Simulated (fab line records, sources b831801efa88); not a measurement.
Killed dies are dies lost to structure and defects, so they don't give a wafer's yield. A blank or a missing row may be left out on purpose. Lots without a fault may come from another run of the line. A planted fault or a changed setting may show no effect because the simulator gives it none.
Chamber matching | flow sky130 | SKY_VIA3_CMP_02 on cmp-01: 4 sister chambers
The step polishes SiO2. 16 wafers are shown with their chamber, then 8 later ones without.

WAFERS WITH THEIR CHAMBER
wafer  | chamber | motor_current_A (A)
L308.2 | 1       | 11.8
L308.3 | 0       | 12.0
L308.6 | 1       | 11.7
L310.1 | 2       | 12.1
L310.2 | 1       | 12.0
L310.4 | 3       | 12.7
L312.4 | 3       | 12.8
L312.5 | 2       | 11.7
L312.6 | 3       | 12.7
L314.2 | 0       | 11.7
L314.5 | 2       | 11.6
L314.6 | 1       | 11.6
L313.1 | 2       | 11.5
L313.2 | 3       | 11.9
L313.3 | 1       | 11.0
L317.4 | 2       | 11.6

SIGNATURES (means of the wafers above)
reading         | chamber 0 | chamber 1 | chamber 2 | chamber 3 | scatter within a chamber
motor_current_A | 11.850    | 11.620    | 11.700    | 12.525    | 0.337
Rule: a wafer's distance from a chamber is the root of the sum, over the readings, of the square of ((its reading less the chamber's mean) divided by the reading's scatter). The wafer belongs to the nearest chamber; if the next one is less than 2 further off, it can't be placed. The scatter: the root of (the sum of the squares of (reading less its chamber's mean) over the shown wafers, divided by (wafers less chambers)).

WAFERS WITHOUT THEIR CHAMBER
wafer  | motor_current_A (A)
L317.5 | 11.8
L317.6 | 11.4
L318.2 | 11.9
L318.3 | 11.5
L318.5 | 11.5
L322.1 | 11.5
L322.3 | 12.5
L322.4 | 11.1

WHICH CHAMBER EACH WENT THROUGH
wafer  | from the rows above               | in truth
L317.5 | can't be placed: 0 or 2 or 1      | 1
L317.6 | can't be placed: 1 or 2 or 0      | 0
L318.2 | can't be placed: 0 or 2 or 1 or 3 | 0
L318.3 | can't be placed: 1 or 2 or 0      | 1
L318.5 | can't be placed: 1 or 2 or 0      | 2
L322.1 | can't be placed: 1 or 2 or 0      | 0
L322.3 | can't be placed: 3 or 0           | 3
L322.4 | can't be placed: 1 or 2 or 0      | 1
Placed correctly: 0 of 8. Can't be placed from these rows: 8 (the true chamber is among the candidates in 8). Placed wrongly: 0.
